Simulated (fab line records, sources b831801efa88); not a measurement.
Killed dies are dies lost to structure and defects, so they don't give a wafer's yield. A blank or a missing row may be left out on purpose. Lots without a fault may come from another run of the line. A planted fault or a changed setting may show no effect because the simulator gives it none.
Problem report in the 8D (eight disciplines) form, filled by code | flow sky130 | the parts of the form that need people (team, actions taken, sign-off) are left out

1. THE PROBLEM
dose_ions_cm2 at SKY_LDD_HVN_IMPLANT_08 reads a mean of 3e+13 on 6 wafers of 2 lots; wafers without a fault read 3e+13 with a standard deviation of 3.4e+10. That is +15 standard deviations from the usual mean.
First seen on wafer L447.1, day 26 16:29, on implanter-01. The record holds 36 wafers of 12 lots with a number at this step. Rule for "out", or "out of limits": more than 4 standard deviations from the usual mean. The other wafers with a number count as sound.

2. WHAT IT IS AND WHAT IT IS NOT
question                    | is                     | is not
which readings at this step | dose_ions_cm2          | -
which lots                  | L447, L448             | L431, L432, L434, L436, L439, L440, L441, L442, L451, L453
which wafers of those lots  | all that have a number | -
read on which tools         | implanter-01           | implanter-03, implanter-04
when                        | from day 26 16:29      | up to then (24 sound wafers); but 6 sound wafers of L451, L453 came after

3. SUSPECTS, AND WHAT RULES EACH OUT
Counting: a tool at a process step up to the reading stays a suspect if it ran every lot that is out and no sound lot after the first of them.
- implanter-01 at SKY_LDD_HVN_IMPLANT_08: kept. It ran every lot that is out, first L447 (day 26 16:29), and no sound lot after that; its last sound lot up to then is L441 (day 25 00:28). Its own readings are out on those wafers: dose_ions_cm2.
Left after counting: implanter-01 at SKY_LDD_HVN_IMPLANT_08.

4. THE CAUSE (what the simulator had put in)
Process parameter drift: implanter-01, from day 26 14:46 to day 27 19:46, at SKY_LDD_HVN_IMPLANT_08. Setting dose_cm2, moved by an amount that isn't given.
Counting left only this tool.

5. THE CHAIN OF EFFECTS, in route order
Each row: a reading whose mean over the struck wafers that have a number lies more than 3 standard deviations from the usual. Only readings for which the record gives a usual standard deviation are gone through. hours: the time from each lot's start at the first step in this table that gives one to its start at this step, as a median over the lots. sigmas: the change in usual standard deviations.
hours | step                   | reading       | usual | on struck wafers | change | sigmas
0     | SKY_LDD_HVN_IMPLANT_08 | dose_ions_cm2 | 3e+13 | 3e+13            | +5e+11 | +15
The process steps in it:
- SKY_LDD_HVN_IMPLANT_08

6. WHAT WOULD HAVE CAUGHT IT SOONER
In this record the first reading out of limits was taken at day 26 16:29, 2 hours after the fault began at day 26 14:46.
